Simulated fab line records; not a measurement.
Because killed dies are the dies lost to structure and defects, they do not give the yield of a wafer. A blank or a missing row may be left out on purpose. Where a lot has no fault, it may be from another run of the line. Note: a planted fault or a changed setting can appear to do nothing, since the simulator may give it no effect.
2 desks, one fault :: flow gf180mcu :: what lay behind the numbers comes last; until then each desk has only its own

## DESK OF THE TOOL OWNER: ilineStepper-01
The tool's own readings at GF_HV_LDD_EXPOSE_43 (exposes mask Pplus HV AREA, target cd 400 nm): means of the sampled wafers that have a number, for each lot that ran on this tool. If a lot's mean is further than 4 standard deviations from the usual mean, the lot is out of limits and carries the mark OUT (the distance appears in the brackets).
Columns: A = exposureDoseMJCm2 at GF_HV_LDD_EXPOSE_43, usual 140.02
lot: L552
first seen here: day 11 21:44
A: 139.95

lot: L555
first seen here: day 13 04:54
A: 140.09

lot: L556
first seen here: day 13 11:23
A: 139.88

lot: L557
first seen here: day 13 19:30
A: 139.91

lot: L558
first seen here: day 14 00:13
A: 140.02

lot: L559
first seen here: day 14 07:04
A: 140.00

lot: L567
first seen here: day 17 00:07
A: 95.87 (-99 or more) OUT

lot: L570
first seen here: day 17 23:13
A: 96.02 (-99 or more) OUT
This desk finds L567, L570 out of limits, L567 being first, at day 17 00:07 (exposureDoseMJCm2 at GF_HV_LDD_EXPOSE_43). L552, L555, L556, L557, L558, L559: within limits.

## FROM THE METROLOGY DESK
Lot by lot, what the gauges showed, no matter which tool ran the lot: averages of those sampled wafers that carry a number. If a lot's mean is further than 4 standard deviations from the usual mean, the lot is out of limits and carries the mark OUT (the distance appears in the brackets).
Columns: A = POLY_GATE_OXIDATION_THK at GF_POLY_GATE_THK_MEAS_17, usual 4.04 nm; B = cdNm at GF_POLY_GATE_CD_MEAS_18, usual 279.0 nm; C = cdNm at GF_HV_LDD_CD_MEAS_46, usual 399.8 nm
lot: L552
first seen here: day 9 06:32
A: 4.07
B: 278.3
C: 397.1

lot: L553
first seen here: day 9 12:36
A: 4.07
B: 280.7
C: 400.3

lot: L555
first seen here: day 10 09:52
A: 3.98
B: 277.8
C: 406.7

lot: L556
first seen here: day 10 15:27
A: 4.08
B: 279.8
C: 400.6

lot: L557
first seen here: day 10 21:46
A: 4.05
B: 278.7
C: 405.2

lot: L558
first seen here: day 11 03:24
A: 3.98
B: 283.0
C: 402.2

lot: L559
first seen here: day 11 08:53
A: 4.11
B: 278.5
C: 398.6

lot: L560
first seen here: day 11 17:38
A: 4.11
B: 280.1
C: 401.0

lot: L567
first seen here: day 13 19:11
A: 3.98
B: 278.3
C: 291.8 (-37) OUT

lot: L570
first seen here: day 14 15:34
A: 4.03
B: 281.1
C: 293.5 (-37) OUT

lot: L571
first seen here: day 14 22:41
A: 3.97
B: 278.9
C: 398.9

lot: L572
first seen here: day 15 10:16
A: 4.11
B: 278.2
C: 399.3

lot: L574
first seen here: day 15 22:52
A: 4.05
B: 279.3
C: 397.9
This desk finds L567, L570 out of limits, L567 being first, at day 17 11:10 (cdNm at GF_HV_LDD_CD_MEAS_46). L552, L553, L555, L556, L557, L558, L559, L560, L571, L572, L574: within limits.

## PUT TOGETHER
An alarm could have come from the tool owner's desk at day 17 00:07, on L567, L570.
L567, L570 would have let the metrology desk raise an alarm at day 17 11:10.
The lots listed all ran GF_HV_LDD_EXPOSE_43 on ilineStepper-01.

## WHAT WAS PUT IN BY THE SIMULATOR
Process parameters drifting: ilineStepper-01 at GF_HV_LDD_EXPOSE_43, beginning at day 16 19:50. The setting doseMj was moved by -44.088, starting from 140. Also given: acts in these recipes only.
Lots struck among those shown: L567, L570.
Fault start to first reading out of limits, in hours, per desk: tool owner, 4; metrology, 15.
